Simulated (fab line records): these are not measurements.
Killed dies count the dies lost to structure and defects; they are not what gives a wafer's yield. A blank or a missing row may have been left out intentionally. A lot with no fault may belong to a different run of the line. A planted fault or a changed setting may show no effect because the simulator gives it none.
Chamber matching || flow sky130 || cmp-02 running SKY_CONTACT_CMP_04: 4 sister chambers
The step polishes SiO2. 8 wafers are shown with their chamber, then 7 later ones without.

## WAFERS PAIRED WITH THEIR CHAMBERS
{"wafer": "L682.3", "chamber": 0, "motor current A (A)": 10.8, "time to endpoint s (s)": 91}
{"wafer": "L683.1", "chamber": 3, "motor current A (A)": 11.8, "time to endpoint s (s)": 91}
{"wafer": "L683.2", "chamber": 1, "motor current A (A)": 11.7, "time to endpoint s (s)": 78}
{"wafer": "L683.5", "chamber": 2, "motor current A (A)": 13.0, "time to endpoint s (s)": 89}
{"wafer": "L684.1", "chamber": 3, "motor current A (A)": 12.0, "time to endpoint s (s)": 88}
{"wafer": "L684.3", "chamber": 0, "motor current A (A)": 10.4, "time to endpoint s (s)": 90}
{"wafer": "L684.5", "chamber": 2, "motor current A (A)": 12.7, "time to endpoint s (s)": 87}
{"wafer": "L686.2", "chamber": 1, "motor current A (A)": 11.6, "time to endpoint s (s)": 78}

## WAFERS MISSING THEIR CHAMBER
{"wafer": "L686.3", "motor current A (A)": 12.2, "time to endpoint s (s)": 83}
{"wafer": "L686.4", "motor current A (A)": 10.9, "time to endpoint s (s)": 88}
{"wafer": "L692.3", "motor current A (A)": 11.9, "time to endpoint s (s)": 84}
{"wafer": "L693.3", "motor current A (A)": 11.4, "time to endpoint s (s)": 78}
{"wafer": "L702.2", "motor current A (A)": 10.7, "time to endpoint s (s)": 93}
{"wafer": "L702.4", "motor current A (A)": 12.0, "time to endpoint s (s)": 97}
{"wafer": "L702.5", "motor current A (A)": 12.0, "time to endpoint s (s)": 87}

## EACH ONE'S CHAMBER
{"wafer": "L686.3", "from the rows above": "can't be placed: 1 or 2 or 3", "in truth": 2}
{"wafer": "L686.4", "from the rows above": 0, "in truth": 0}
{"wafer": "L692.3", "from the rows above": "can't be placed: 3 or 1 or 2", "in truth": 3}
{"wafer": "L693.3", "from the rows above": 1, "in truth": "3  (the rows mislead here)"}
{"wafer": "L702.2", "from the rows above": 0, "in truth": 0}
{"wafer": "L702.4", "from the rows above": 3, "in truth": 3}
{"wafer": "L702.5", "from the rows above": 3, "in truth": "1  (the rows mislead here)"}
Correctly placed: 3 of 7. From these rows, 2 cannot be placed; in 2 the true chamber is one of the candidates. Placed wrongly: 2.
How it was worked out, from the rows above alone: a wafer's distance from a chamber is the root of the sum, over the readings, of the square of ((its reading less the chamber's mean) divided by the reading's scatter). The wafer belongs to the nearest chamber; if the next one is less than 2 further off, it can't be placed. Each chamber's mean is taken over the wafers shown for it. How the scatter is found: for the shown wafers, subtract from each reading the mean of its chamber, square and add these, divide the total by (wafers less chambers), then take the root.
